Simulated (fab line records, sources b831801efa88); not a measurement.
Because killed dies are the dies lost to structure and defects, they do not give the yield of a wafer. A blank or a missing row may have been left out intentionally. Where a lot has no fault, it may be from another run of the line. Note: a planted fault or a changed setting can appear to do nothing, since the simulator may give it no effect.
Matching of chambers    flow gf180mcu    GF_V4_CVD_02 on pecvd-04: 3 sister chambers
The step deposits SiO2 from TEOS, target thk 850 nm, time 94.851 s. 18 wafers are shown with their chamber, then 9 later ones without.

WAFERS, EACH WITH ITS CHAMBER
wafer   chamber  heater_power_w (W)  susceptor_temp_C (C)
L074.3  1        762                 399.51
L074.5  2        665                 400.26
L074.6  1        823                 399.69
L075.1  1        809                 400.00
L075.2  0        665                 400.09
L075.5  1        665                 399.67
L078.2  0        548                 400.04
L078.3  1        783                 399.91
L078.5  2        616                 399.79
L081.2  2        576                 400.25
L081.4  0        618                 400.14
L081.6  2        638                 400.09
L087.1  0        538                 399.82
L087.3  1        761                 400.17
L087.6  1        809                 400.12
L088.4  1        638                 400.03
L088.5  2        543                 400.15
L088.6  0        636                 400.44

SIGNATURES (means of the wafers above)
reading           chamber 0  chamber 1  chamber 2  scatter within a chamber
heater_power_w    601.00     756.25     607.60     60.5
susceptor_temp_C  400.1060   399.8875   400.1080   0.222
Rule: a wafer's distance from a chamber is the root of the sum, over the readings, of the square of ((its reading less the chamber's mean) divided by the reading's scatter). If the next closest chamber is less than 2 further off than the closest, the wafer can't be placed; otherwise it belongs to the closest. The scatter: take each reading less its chamber's mean, square it, sum over the shown wafers, divide by the number of wafers less the number of chambers, and take the root.

WAFERS WITHOUT THEIR CHAMBER
wafer   heater_power_w (W)  susceptor_temp_C (C)
L089.3  748                 399.89
L089.4  528                 399.91
L089.6  817                 400.25
L095.1  609                 400.37
L095.4  653                 399.97
L095.5  647                 399.88
L096.2  662                 400.23
L096.4  658                 399.89
L096.5  801                 400.43

THE CHAMBER EACH PASSED THROUGH
wafer   from the rows above           in truth
L089.3  1                             1
L089.4  can't be placed: 0 or 2       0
L089.6  can't be placed: 1 or 2 or 0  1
L095.1  can't be placed: 2 or 0       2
L095.4  can't be placed: 2 or 0 or 1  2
L095.5  can't be placed: 2 or 0 or 1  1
L096.2  can't be placed: 2 or 0 or 1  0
L096.4  can't be placed: 2 or 0 or 1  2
L096.5  can't be placed: 1 or 2 or 0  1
Correctly placed: 1 of 9. From these rows, 8 cannot be placed; in 8 the true chamber is one of the candidates. Wrongly placed: 0.
